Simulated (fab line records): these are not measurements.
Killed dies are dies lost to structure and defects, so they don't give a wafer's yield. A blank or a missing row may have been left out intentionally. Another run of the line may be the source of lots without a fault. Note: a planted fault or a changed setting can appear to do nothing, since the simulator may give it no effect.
One fault seen from 2 desks / flow gf180mcu / numbers are kept per desk, each desk with only its own; the story behind them comes last

AT THE METROLOGY DESK
What the gauges read, lot by lot, whatever tool the lot ran on: means of the sampled wafers that have a number. Any lot whose mean is over 4 standard deviations away from the usual mean is out of limits and marked OUT; that distance is given in the brackets. Of its 9 readings 7 are shown: those that lie furthest out on some lot.
Columns: A = V1_W_RS at GF_V1_RS_MEAS_24, usual 0.326 ohm/sq; B = V1_W_THK at GF_V1_THK_MEAS_25, usual 354 nm; C = M2_ALCU_RS at GF_M2_RS_MEAS_05, usual 0.0698 ohm/sq; D = M2_ALCU_THK at GF_M2_THK_MEAS_06, usual 455 nm; E = cd nm at GF_M2_CD_MEAS_14, usual 279.8 nm; F = M2_OVL at GF_M2_OVL_MEAS_15, usual -1 nm; G = V2_BOW at GF_V2_BOW_MEAS_05, usual 98 um
lot=L899; first seen here=day 18 18:58; A=0.331; B=347; C=0.0701; D=452; E=279.1; F=8; G=89
lot=L904; first seen here=day 20 13:20; A=0.321; B=365; C=0.0705; D=449; E=279.2; F=-1; G=90
lot=L912; first seen here=day 23 04:46; A=0.328; B=355; C=0.0685; D=466; E=279.7; F=-6; G=98
lot=L915; first seen here=day 24 10:04; A=0.328; B=352; C=0.0700; D=457; E=278.0; F=3; G=107
lot=L914; first seen here=day 24 12:35; A=0.320; B=361; C=0.0695; D=458; E=280.1; F=-3; G=101
lot=L920; first seen here=day 25 19:19; A=0.330; B=351; C=0.0705; D=450; E=280.8; F=-0; G=99
Finding of this desk: none of the 6 lots has anything out of limits.

DESK OF THE TOOL OWNER: pvd sputter-02
The tool's own readings at GF_M2_SPUTTER_04 (material TiN, target thk 50 nm, time 41.7 s): means of the sampled wafers that have a number, for each lot that ran on this tool. Any lot whose mean is over 4 standard deviations away from the usual mean is out of limits and marked OUT; that distance is given in the brackets.
Columns: A = cathode dc power W at GF_M2_SPUTTER_04, usual 6500.1 W; B = throttle valve pct at GF_M2_SPUTTER_04, usual 30.1 %
lot=L904; first seen here=day 20 13:59; A=6499.6; B=29.3
lot=L912; first seen here=day 23 05:25; A=6500.2; B=29.2
lot=L914; first seen here=day 24 13:14; A=6499.7; B=29.9
Finding of this desk: none of the 3 lots has anything out of limits.

PUT TOGETHER
From the metrology desk's view, nothing was out of limits.
The tool owner's desk saw nothing out of limits.

WHAT THE SIMULATOR HAD INSERTED
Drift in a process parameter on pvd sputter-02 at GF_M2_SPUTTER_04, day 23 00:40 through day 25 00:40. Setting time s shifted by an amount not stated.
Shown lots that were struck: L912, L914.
